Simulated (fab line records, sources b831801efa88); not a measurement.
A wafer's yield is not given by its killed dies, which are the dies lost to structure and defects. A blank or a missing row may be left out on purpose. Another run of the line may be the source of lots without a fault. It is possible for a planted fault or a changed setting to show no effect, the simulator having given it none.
fab line records | flow sky130
record: lots: 7 | wafers: 21 | last-day: 50
route steps=708 shown VT_ADJUST_LVTN@109 VT_ADJUST_NCORE@119 PAD_OPEN@708
lots that met no fault: from a run of the same line without faults
start-h: hours from the record's opening day to when the first of the lot's shown wafers began | wait-h: hours since the lot's step before | " the same as in the row above | L1.1+2: several wafers, shown together as one row | - either no value or no given start | * or withheld: withheld | < > ~ a bound
route shown NAME@n: NAME is a module with steps in the file, n the number in the route of the first one | usual: average and standard deviation across the fault-free wafers | same: alike in all rows | chamber/n: place in a boat | sites: per-site readings | _std_site: the values' standard deviation | _edge_site: mean of outer sites minus mean of inner sites | radius-mm: for every site, how far away it sits from the centre of the wafer | mask NAME#n: copy n | behind: the tool/chamber that last shaped the wafer | hold: reason for holding the lot/hours on hold/outcome of the hold | device: names the non-switching transistor (n, p or np) | end of line: the tests these same wafers got at the end of their route | a step with no rows: only its recipe | killed: dies that structure and defects cost at the first sort, which is not the same as the wafer's yield | map: shows each die of a wafer: x if killed, . if not, _ if none is there
set.NAME: the setting the step ran with; set.NAME@STEP: the setting that earlier step ran with | model.NAME: the simulator's own value behind a step, which no gauge read
certain route steps with their lots: each step a table, each wafer a row
services: when a tool's chamber went out of use (start-h, in hours from the record's first day, below 0 if earlier), for how many hours, and the reason
== steps ==
step: SKY_VT_ADJUST_LVTN_HMDS_12
recipe: prime-time-s: 60 | prime-temp-c: 120
step: SKY_VT_ADJUST_LVTN_COAT_13
recipe: resist: NOVOLAK | spin-rpm: 3000 | resist-thk-nm: 1140
step: SKY_VT_ADJUST_LVTN_SOFTBAKE_14
recipe: temp-c: 90 | time-s: 60 | resist: NOVOLAK
step: SKY_VT_ADJUST_LVTN_EXPOSE_15
recipe: mask-id: HVN_STD_DERIVED | na: 0.6 | source-shape: conventional | sigma-outer: 0.6 | polarization: unpolarized | target-cd-nm: 600 | dose-mj: 163
step: SKY_VT_ADJUST_LVTN_PEB_16
recipe: temp-c: withheld | time-s: * | resist: NOVOLAK
step: SKY_VT_ADJUST_LVTN_DEVELOP_17
recipe: resist: NOVOLAK | developer: TMAH | develop-time-s: 60 | dev-temp-c: 23
step: SKY_VT_ADJUST_LVTN_OVL_MEAS_18
usual: VT_ADJUST_LVTN_01_OVL: -0.4/1.3
lot.wafer | tool       | chamber | start-h | wait-h | VT_ADJUST_LVTN_01_OVL[nm]
L822.2    | overlay-01 | -       | 159.68  | 0.1    | -0.3
L822.3    | "          | -       | "       | "      | -0.1
L822.4    | "          | -       | "       | "      | 1.2
L829.3    | overlay-01 | -       | 210.51  | 0.1    | 0.9
L829.4    | "          | -       | "       | "      | -2.3
L829.6    | "          | -       | "       | "      | 1.3
L837.1    | overlay-02 | -       | 259.47  | 0.1    | -2.7
L837.4    | "          | -       | "       | "      | -0.2
L837.6    | "          | -       | "       | "      | -0.6
L838.4    | overlay-01 | -       | 269.81  | 0.1    | 1.2
L838.5    | "          | -       | "       | "      | 1.5
L838.6    | "          | -       | "       | "      | 1.5
L839.2    | overlay-01 | -       | 274.70  | 0.1    | -0.9
L839.3    | "          | -       | "       | "      | 0.4
L839.4    | "          | -       | "       | "      | -0.7
L841.2    | overlay-02 | -       | 291.71  | 0.1    | -1.0
L841.4    | "          | -       | "       | "      | 1.0
L841.5    | "          | -       | "       | "      | 0.9
L845.1    | overlay-01 | -       | 318.72  | 0.1    | -3.5
L845.3    | "          | -       | "       | "      | -0.9
L845.5    | "          | -       | "       | "      | -2.2
step: SKY_VT_ADJUST_LVTN_IMPLANT_19
recipe: species: B | energy-kev: 30 | dose-cm2: 6.5e+11 | tilt-deg: withheld
step: SKY_VT_ADJUST_LVTN_STRIP_20
recipe: chemistry: O2/N2 | power-w: 1400 | pressure-mtorr: 1500 | platen-temp-c: withheld | o2-flow-sccm: 3000 | n2-flow-sccm: 300 | overash-fraction: 0.5
usual: drypump-motor-current-A: 6.0/0.47 | oes-product-au: 0.716/0.0044 | strip-time-to-endpoint-s: 14.16/0.036
lot.wafer | tool            | chamber | start-h | wait-h | drypump-motor-current-A | oes-product-au | rf-hours-counter-h | strip-time-to-endpoint-s
L822.2    | plasma-asher-02 | 1       | 159.86  | 0.1    | 5.7                     | 0.717          | 46                 | 14.22
L822.3    | "               | 1       | "       | "      | 5.7                     | 0.715          | -                  | 14.16
L822.4    | "               | 0       | "       | "      | 6.1                     | 0.717          | -                  | 14.16
L829.3    | plasma-asher-02 | 1       | 210.72  | 0.1    | 5.7                     | 0.716          | -                  | 14.17
L829.4    | "               | 0       | "       | "      | 6.1                     | 0.711          | -                  | 14.16
L829.6    | "               | 1       | "       | "      | 5.7                     | 0.713          | -                  | 14.16
L837.1    | plasma-asher-01 | 0       | 259.66  | 0.1    | 6.6                     | 0.719          | 47                 | 14.10
L837.4    | "               | 1       | "       | "      | 6.1                     | 0.714          | -                  | 14.11
L837.6    | "               | 0       | "       | "      | 6.6                     | 0.718          | -                  | 14.11
L838.4    | plasma-asher-02 | 0       | 270.01  | 0.1    | 6.1                     | 0.716          | -                  | 14.16
L838.5    | "               | 1       | "       | "      | 5.7                     | 0.711          | -                  | 14.10
L838.6    | "               | 0       | "       | "      | 6.1                     | 0.717          | -                  | 14.16
L839.2    | plasma-asher-01 | 0       | 274.88  | 0.1    | 6.6                     | 0.714          | 48                 | 14.14
L839.3    | "               | 1       | "       | "      | 6.1                     | 0.722          | -                  | 14.11
L839.4    | "               | 0       | "       | "      | 6.6                     | 0.717          | -                  | 14.12
L841.2    | plasma-asher-01 | 1       | 291.89  | 0.1    | 6.1                     | 0.718          | 50                 | 14.15
L841.4    | "               | 1       | "       | "      | 6.1                     | 0.709          | -                  | 14.14
L841.5    | "               | 1       | "       | "      | 6.1                     | 0.719          | -                  | 14.18
L845.1    | plasma-asher-01 | 1       | 318.91  | 0.1    | 6.1                     | 0.710          | 52                 | 14.19
L845.3    | "               | 1       | "       | "      | 6.1                     | 0.712          | -                  | 14.20
L845.5    | "               | 1       | "       | "      | 6.1                     | 0.723          | -                  | 14.15
step: SKY_VT_ADJUST_LVTN_TW_MEAS_21
usual: VT_ADJUST_LVTN_2_TW: 188.8/0.86
lot.wafer | tool          | chamber | start-h | wait-h | VT_ADJUST_LVTN_2_TW
L822.2    | film-metro-01 | -       | 159.97  | 0.1    | 189.8
L822.3    | "             | -       | "       | "      | 188.8
L822.4    | "             | -       | "       | "      | 188.6
L829.3    | film-metro-01 | -       | 210.81  | 0.1    | 188.5
L829.4    | "             | -       | "       | "      | 188.2
L829.6    | "             | -       | "       | "      | 188.9
L837.1    | film-metro-03 | -       | 259.76  | 0.1    | 187.8
L837.4    | "             | -       | "       | "      | 188.0
L837.6    | "             | -       | "       | "      | 188.3
L838.4    | film-metro-04 | -       | 270.11  | 0.1    | 187.4
L838.5    | "             | -       | "       | "      | 188.4
L838.6    | "             | -       | "       | "      | 188.1
L839.2    | film-metro-01 | -       | 274.99  | 0.1    | 189.5
L839.3    | "             | -       | "       | "      | 189.2
L839.4    | "             | -       | "       | "      | 189.4
L841.2    | film-metro-04 | -       | 292.00  | 0.1    | 187.6
L841.4    | "             | -       | "       | "      | 188.6
L841.5    | "             | -       | "       | "      | 188.5
L845.1    | film-metro-03 | -       | 319.01  | 0.1    | 190.4
L845.3    | "             | -       | "       | "      | 190.3
L845.5    | "             | -       | "       | "      | 190.5
step: SKY_VT_ADJUST_NCORE_DEHYDRATE_00
recipe: temp-c: 200 | time-s: 60
step: SKY_VT_ADJUST_NCORE_HMDS_01
recipe: prime-time-s: 60 | prime-temp-c: 120
step: SKY_VT_ADJUST_NCORE_COAT_02
recipe: resist: NOVOLAK | spin-rpm: 3000 | resist-thk-nm: 1140
lot.wafer | tool           | chamber | start-h | wait-h | model.NOVOLAK_of_VT_ADJUST_NCORE_COAT_02.thk-nm
L822.2    | litho-track-01 | 0       | 169.67  | 0.1    | 1141
L822.3    | "              | 0       | "       | "      | 1139
L822.4    | "              | 0       | "       | "      | 1142
L829.3+4  | litho-track-03 | 0       | 222.29  | 0.1    | 1139
L829.6    | "              | 0       | "       | "      | 1136
L837.1    | litho-track-01 | 0       | 270.74  | 0.1    | 1143
L837.4    | "              | 0       | "       | "      | 1141
L837.6    | "              | 0       | "       | "      | 1145
L838.4    | litho-track-03 | 0       | 281.87  | 0.1    | 1119
L838.5    | "              | 0       | "       | "      | 1113
L838.6    | "              | 0       | "       | "      | 1114
L839.2    | litho-track-03 | 0       | 286.77  | 0.1    | 1114
L839.3    | "              | 0       | "       | "      | 1116
L839.4    | "              | 0       | "       | "      | 1118
L841.2    | litho-track-03 | 0       | 304.77  | 0.1    | 1121
L841.4    | "              | 0       | "       | "      | 1118
L841.5    | "              | 0       | "       | "      | 1119
L845.1    | litho-track-04 | 0       | 332.35  | 0.1    | 1136
L845.3    | "              | 0       | "       | "      | 1139
L845.5    | "              | 0       | "       | "      | 1137
step: SKY_VT_ADJUST_NCORE_SOFTBAKE_03
recipe: temp-c: 90 | time-s: 60 | resist: NOVOLAK
step: SKY_VT_ADJUST_NCORE_EXPOSE_04
recipe: mask-id: LVTN_COMPLEMENT_THIN | na: 0.6 | source-shape: conventional | sigma-outer: 0.6 | polarization: unpolarized | target-cd-nm: 380 | dose-mj: 139
step: SKY_VT_ADJUST_NCORE_PEB_05
recipe: temp-c: withheld | time-s: * | resist: NOVOLAK
step: SKY_VT_ADJUST_NCORE_DEVELOP_06
recipe: resist: NOVOLAK | developer: TMAH | develop-time-s: 60 | dev-temp-c: 23
lot.wafer | tool           | chamber | start-h | wait-h | model.NOVOLAK_of_VT_ADJUST_NCORE_COAT_02.thk-nm
L822.2+4  | litho-track-01 | 0       | 180.02  | 0.1    | 1141
L822.3    | "              | 0       | "       | "      | 1138
L829.3    | litho-track-03 | 0       | 233.59  | 0.1    | 1138
L829.4    | "              | 0       | "       | "      | 1139
L829.6    | "              | 0       | "       | "      | 1136
L837.1    | litho-track-01 | 0       | 283.04  | 0.1    | 1143
L837.4    | "              | 0       | "       | "      | 1141
L837.6    | "              | 0       | "       | "      | 1144
L838.4    | litho-track-04 | 0       | 294.58  | 0.1    | 1119
L838.5    | "              | 0       | "       | "      | 1113
L838.6    | "              | 0       | "       | "      | 1114
L839.2    | litho-track-04 | 0       | 299.68  | 0.1    | 1114
L839.3    | "              | 0       | "       | "      | 1115
L839.4    | "              | 0       | "       | "      | 1117
L841.2    | litho-track-03 | 0       | 317.52  | 0.1    | 1120
L841.4    | "              | 0       | "       | "      | 1118
L841.5    | "              | 0       | "       | "      | 1119
L845.1    | litho-track-03 | 0       | 345.84  | 0.1    | 1136
L845.3    | "              | 0       | "       | "      | 1139
L845.5    | "              | 0       | "       | "      | 1137
step: SKY_VT_ADJUST_NCORE_CD_MEAS_07
recipe: target-cd-nm: 380
usual: cd-nm: 380.2/2.6
lot.wafer | tool      | chamber | start-h | wait-h | cd-nm
L822.2    | cd-sem-02 | -       | 180.17  | 0.1    | 380.5
L822.3    | "         | -       | "       | "      | 377.9
L822.4    | "         | -       | "       | "      | 376.9
L829.3    | cd-sem-02 | -       | 233.73  | 0.1    | 382.1
L829.4    | "         | -       | "       | "      | 383.1
L829.6    | "         | -       | "       | "      | 383.2
L837.1    | cd-sem-02 | -       | 283.19  | 0.1    | 376.7
L837.4    | "         | -       | "       | "      | 375.3
L837.6    | "         | -       | "       | "      | 377.1
L838.4    | cd-sem-01 | -       | 294.71  | 0.1    | 381.2
L838.5    | "         | -       | "       | "      | 382.8
L838.6    | "         | -       | "       | "      | 382.9
L839.2    | cd-sem-02 | -       | 299.82  | 0.1    | 383.6
L839.3    | "         | -       | "       | "      | 384.7
L839.4    | "         | -       | "       | "      | 382.7
L841.2    | cd-sem-01 | -       | 317.66  | 0.1    | 380.0
L841.4    | "         | -       | "       | "      | 384.2
L841.5    | "         | -       | "       | "      | 381.8
L845.1    | cd-sem-01 | -       | 345.99  | 0.1    | 379.0
L845.3    | "         | -       | "       | "      | 377.0
L845.5    | "         | -       | "       | "      | 376.7
step: SKY_VT_ADJUST_NCORE_OVL_MEAS_08
usual: VT_ADJUST_NCORE_OVL: -0.6/1.2
lot.wafer | tool       | chamber | start-h | wait-h | VT_ADJUST_NCORE_OVL[nm]
L822.2    | overlay-01 | -       | 180.27  | 0.1    | -0.5
L822.3    | "          | -       | "       | "      | -1.0
L822.4    | "          | -       | "       | "      | -0.7
L829.3    | overlay-01 | -       | 233.82  | 0.1    | 0.2
L829.4    | "          | -       | "       | "      | 0.2
L829.6    | "          | -       | "       | "      | 1.0
L837.1    | overlay-01 | -       | 283.31  | 0.1    | 0.4
L837.4    | "          | -       | "       | "      | 0.4
L837.6    | "          | -       | "       | "      | -0.5
L838.4    | overlay-02 | -       | 294.79  | 0.1    | 0.0
L838.5    | "          | -       | "       | "      | -0.7
L838.6    | "          | -       | "       | "      | 0.2
L839.2    | overlay-02 | -       | 299.93  | 0.1    | 1.5
L839.3    | "          | -       | "       | "      | 2.1
L839.4    | "          | -       | "       | "      | 0.6
L841.2    | overlay-01 | -       | 317.77  | 0.1    | -1.3
L841.4    | "          | -       | "       | "      | 0.0
L841.5    | "          | -       | "       | "      | -2.3
L845.1    | overlay-02 | -       | 346.11  | 0.1    | -0.9
L845.3    | "          | -       | "       | "      | -1.9
L845.5    | "          | -       | "       | "      | 0.9
step: SKY_VT_ADJUST_NCORE_IMPLANT_09
recipe: species: B | energy-kev: 10 | dose-cm2: 2.4e+12 | tilt-deg: withheld
step: SKY_VT_ADJUST_NCORE_STRIP_10
recipe: chemistry: O2/N2 | power-w: 1400 | pressure-mtorr: 1500 | platen-temp-c: withheld | o2-flow-sccm: 3000 | n2-flow-sccm: 300 | overash-fraction: 0.5
usual: drypump-motor-current-A: 5.6/0.39 | oes-product-au: 0.716/0.005 | strip-time-to-endpoint-s: 14.17/0.045
lot.wafer | tool            | chamber | start-h | wait-h | drypump-motor-current-A | oes-product-au | rf-hours-counter-h | strip-time-to-endpoint-s
L822.2    | plasma-asher-03 | 0       | 180.45  | 0.1    | 4.9                     | 0.719          | 48                 | 14.18
L822.3    | "               | 0       | "       | "      | 4.9                     | 0.723          | -                  | 14.16
L822.4    | "               | 1       | "       | "      | 5.8                     | 0.727          | -                  | 14.21
L829.3    | plasma-asher-02 | 0       | 234.03  | 0.1    | 6.1                     | 0.714          | -                  | 14.17
L829.4    | "               | 1       | "       | "      | 5.8                     | 0.717          | -                  | 14.17
L829.6    | "               | 0       | "       | "      | 6.1                     | 0.716          | -                  | 14.13
L837.1    | plasma-asher-03 | 1       | 283.50  | 0.1    | 5.8                     | 0.714          | 58                 | 14.22
L837.4    | "               | 1       | "       | "      | 5.8                     | 0.724          | -                  | 14.20
L837.6    | "               | 1       | "       | "      | 5.8                     | 0.712          | -                  | 14.22
L838.4    | plasma-asher-03 | 1       | 294.99  | 0.1    | 5.8                     | 0.705          | -                  | 13.93
L838.5    | "               | 1       | "       | "      | 5.7                     | 0.719          | -                  | 13.86
L838.6    | "               | 0       | "       | "      | 4.9                     | 0.722          | -                  | 13.88
L839.2    | plasma-asher-04 | 0       | 300.11  | 0.1    | 5.4                     | 0.721          | 18                 | 13.87
L839.3    | "               | 0       | "       | "      | 5.4                     | 0.725          | -                  | 13.88
L839.4    | "               | 1       | "       | "      | 5.8                     | 0.722          | -                  | 13.92
L841.2    | plasma-asher-04 | 0       | 317.95  | 0.1    | 5.4                     | 0.711          | 19                 | 13.96
L841.4    | "               | 0       | "       | "      | 5.4                     | 0.715          | -                  | 13.92
L841.5    | "               | 0       | "       | "      | 5.4                     | 0.717          | -                  | 13.93
L845.1    | plasma-asher-03 | 1       | 346.30  | 0.1    | 5.7                     | 0.719          | 64                 | 14.13
L845.3    | "               | 1       | "       | "      | 5.8                     | 0.719          | -                  | 14.17
L845.5    | "               | 0       | "       | "      | 4.8                     | 0.717          | -                  | 14.15
step: SKY_VT_ADJUST_NCORE_TW_MEAS_11
usual: VT_ADJUST_NCORE_TW: 220.0/1.3
lot.wafer | tool          | chamber | start-h | wait-h | VT_ADJUST_NCORE_TW
L822.2    | film-metro-02 | -       | 180.56  | 0.1    | 220.2
L822.3    | "             | -       | "       | "      | 220.3
L822.4    | "             | -       | "       | "      | 220.4
L829.3    | film-metro-04 | -       | 234.12  | 0.1    | 220.1
L829.4    | "             | -       | "       | "      | 220.9
L829.6    | "             | -       | "       | "      | 220.6
L837.1    | film-metro-04 | -       | 283.60  | 0.1    | 220.3
L837.4    | "             | -       | "       | "      | 218.4
L837.6    | "             | -       | "       | "      | 218.3
L838.4    | film-metro-03 | -       | 295.09  | 0.1    | 220.2
L838.5    | "             | -       | "       | "      | 220.5
L838.6    | "             | -       | "       | "      | 219.2
L839.2    | film-metro-02 | -       | 300.22  | 0.1    | 220.1
L839.3    | "             | -       | "       | "      | 218.2
L839.4    | "             | -       | "       | "      | 219.4
L841.2    | film-metro-03 | -       | 318.06  | 0.1    | 221.9
L841.4    | "             | -       | "       | "      | 221.9
L841.5    | "             | -       | "       | "      | 221.3
L845.1    | film-metro-03 | -       | 346.40  | 0.1    | 219.2
L845.3    | "             | -       | "       | "      | 221.2
L845.5    | "             | -       | "       | "      | 221.1
step: SKY_PAD_OPEN_PROBE_99
usual: killed_at_M0_to_M3: 43/6.5 | killed_at_M4_up: 3.2/1.8 | killed-at-contacts: 24/5.2 | killed-at-front-end: 15/4 | killed-at-other: 0.4/0.69 | killed-dies: 86/8.7 | killed-open: 47/7 | killed-short: 39/5.7
same: gross-dies: 492 | killed-at-back-side: 0
lot.wafer | tool      | chamber | start-h | wait-h | killed_at_M0_to_M3 | killed_at_M4_up | killed-at-contacts | killed-at-front-end | killed-at-other | killed-dies | killed-open | killed-short
L837.1    | prober-02 | -       | 1155.11 | 0.1    | 50                 | 3               | 23                 | 17                  | 1               | 94          | 47          | 47
L837.4    | prober-02 | -       | 1155.26 | 0.2    | 27                 | 3               | 16                 | 21                  | 0               | 67          | 32          | 35
L837.6    | prober-02 | -       | 1155.36 | 0.2    | 41                 | 4               | 29                 | 19                  | 0               | 93          | 41          | 52
killed by level:class
L837.1 VIA1:geometric-particle:open=16 METAL2:geometric-particle:short=8 LOCAL_INTERCONNECT:geometric-particle:short=7 CONTACT:geometric-particle:open=7 VIA3:geometric-particle:open=6 FIELD_ISO:geometric-particle:open=5 FIELD_ISO:geometric-particle:short=5 METAL1:geometric-particle:short=5
L837.4 LI_CONTACT:geometric-particle:open=8 FIELD_ISO:geometric-particle:open=6 FIELD_ISO:geometric-particle:short=6 METAL2:geometric-particle:short=5 POLY_GATE:geometric-particle:short=4 METAL1:geometric-particle:short=4 VIA3:geometric-particle:open=4 VIA2:geometric-particle:short=3
L837.6 CONTACT:geometric-particle:open=8 METAL1:geometric-particle:short=8 LOCAL_INTERCONNECT:geometric-particle:short=7 FIELD_ISO:geometric-particle:short=6 LI_CONTACT:geometric-particle:short=6 METAL2:geometric-particle:short=6 VIA2:geometric-particle:open=6 POLY_GATE:geometric-particle:short=5
== services ==
tool            | chamber | start-h | hours | kind
plasma-asher-01 | -       | 188.90  | 2.5   | repair
plasma-asher-02 | -       | 313.45  | 2.8   | repair
plasma-asher-02 | -       | 340.03  | 12.6  | pm
== key ==
first-sign: step: SKY_VT_ADJUST_NCORE_STRIP_10 | reading: strip-time-to-endpoint-s | direction: down | sigmas: 5.9 | usual: * | struck: * | through: *
effect none on later readings
model-effect: step: SKY_VT_ADJUST_NCORE_COAT_02 | value: NOVOLAK_of_VT_ADJUST_NCORE_COAT_02.thk-nm | without: 1137 | struck: 1117
model-effect: step: SKY_VT_ADJUST_NCORE_DEVELOP_06 | value: NOVOLAK_of_VT_ADJUST_NCORE_COAT_02.thk-nm | without: 1136 | struck: 1116
met-at SKY_VT_ADJUST_NCORE_COAT_02
struck-wafers L838.4,L838.5,L838.6,L839.2,L839.3,L839.4,L841.2,L841.4,L841.5
tester-left-out L838,L839,L841
loop-trim: step: SKY_VT_ADJUST_NCORE_EXPOSE_04 | setting: dose | lots: L841
onset-between 222.29 281.87
fault: kind: process-parameter-drift | tool: litho-track-03 | chamber: - | onset-h: 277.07 | steps: SKY_VT_ADJUST_NCORE_COAT_02 | channel: resist-thk-nm | offset: -19.76 | shape: step | end-h: 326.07 | acts-in: these-recipes-only | stated: 1140
tester-left-out: of these lots the tester's yield and bins aren't shown, on N5 and GAA mostly nor the transistor test; their killed dies are dies lost to structure and defects alone, not to doping, threshold or leakage, so they don't give the yield
loop-trim: a control loop set the setting to another value than it would have without faults
